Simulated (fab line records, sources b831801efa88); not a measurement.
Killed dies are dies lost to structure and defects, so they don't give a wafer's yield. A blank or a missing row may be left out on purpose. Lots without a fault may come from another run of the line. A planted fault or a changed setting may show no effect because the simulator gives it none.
Problem report in the 8D (eight disciplines) form, filled by code | flow sky130 | the parts of the form that need people (team, actions taken, sign-off) are left out

1. THE PROBLEM
run_length_s at SKY_VIA1_ETCH_14 reads a mean of 50.1 s on 2 wafers of 2 lots; wafers without a fault read 74.2 s with a standard deviation of 0.37. That is -65 standard deviations from the usual mean.
The step: etches BARC in N2/H2, stops on SiO2, time 45.9 s, target depth 60 nm.
First seen on wafer L103.2, day 38 11:22, on rie_diel-04. The record holds 41 wafers of 14 lots with a number at this step. Rule for "out", or "out of limits": more than 4 standard deviations from the usual mean. The other wafers with a number count as sound.

2. WHAT IT IS AND WHAT IT IS NOT
question                    | is                           | is not
which readings at this step | run_length_s, oes_product_au | throttle_valve_pct
which lots                  | L103, L105                   | L109, L111, L112, L113, L990, L991, L992, L993, L994, L997, L998, L999
which wafers of those lots  | L103.2, L105.2               | L103.1, L105.3, L105.5
read on which tools         | rie_diel-04                  | rie_diel-02, rie_diel-03
when                        | from day 38 11:22            | up to then (25 sound wafers); but 14 sound wafers of L105, L109, L111, L112, L113 came after

3. SUSPECTS, AND WHAT RULES EACH OUT
Counting: a tool at a process step up to the reading stays a suspect if it ran every lot that is out. Sound lots after the first of them don't rule it out here, since some wafers of a struck lot are sound.
- rie_diel-04 at SKY_VIA1_ETCH_14 (etches BARC in N2/H2, stops on SiO2, time 45.9 s, target depth 60 nm): kept. It ran every lot that is out, first L103 (day 38 11:22); its last sound lot up to then is L998 (day 37 00:37). Its own readings are out on those wafers: oes_product_au, run_length_s.
Left after counting: rie_diel-04 at SKY_VIA1_ETCH_14.

4. THE CAUSE (what the simulator had put in)
Process parameter drift: rie_diel-04, from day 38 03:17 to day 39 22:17, at SKY_VIA1_ETCH_14. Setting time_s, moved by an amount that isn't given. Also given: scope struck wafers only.
Counting left only this tool.

5. THE CHAIN OF EFFECTS, in route order
Each row: a reading whose mean over the struck wafers that have a number lies more than 3 standard deviations from the usual. Only readings for which the record gives a usual standard deviation are gone through. hours: the time from each lot's start at the first step in this table that gives one to its start at this step, as a median over the lots. sigmas: the change in usual standard deviations.
hours | step              | reading                  | usual      | on struck wafers | change | sigmas
0     | SKY_VIA1_ETCH_14  | oes_product_au           | 0.854 a.u. | 0.998            | +0.144 | +28
0     | SKY_VIA1_ETCH_14  | run_length_s             | 74.2 s     | 50.1             | -24.1  | -65
0     | SKY_VIA1_ETCH_15  | oes_product_au           | 0.984 a.u. | 0.380            | -0.604 | -96
0     | SKY_VIA1_STRIP_16 | strip_time_to_endpoint_s | 4.447 s    | 4.691            | +0.244 | +9.8
The process steps in it:
- SKY_VIA1_ETCH_14: etches BARC in N2/H2, stops on SiO2, time 45.9 s, target depth 60 nm.
- SKY_VIA1_ETCH_15: etches SiO2 in C4F8/O2/Ar, stops on TiN, target depth 351 nm, time 54 s.
- SKY_VIA1_STRIP_16: strips in O2/N2.

6. WHAT WOULD HAVE CAUGHT IT SOONER
In this record the first reading out of limits was taken at day 38 11:22, 8 hours after the fault began at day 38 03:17.
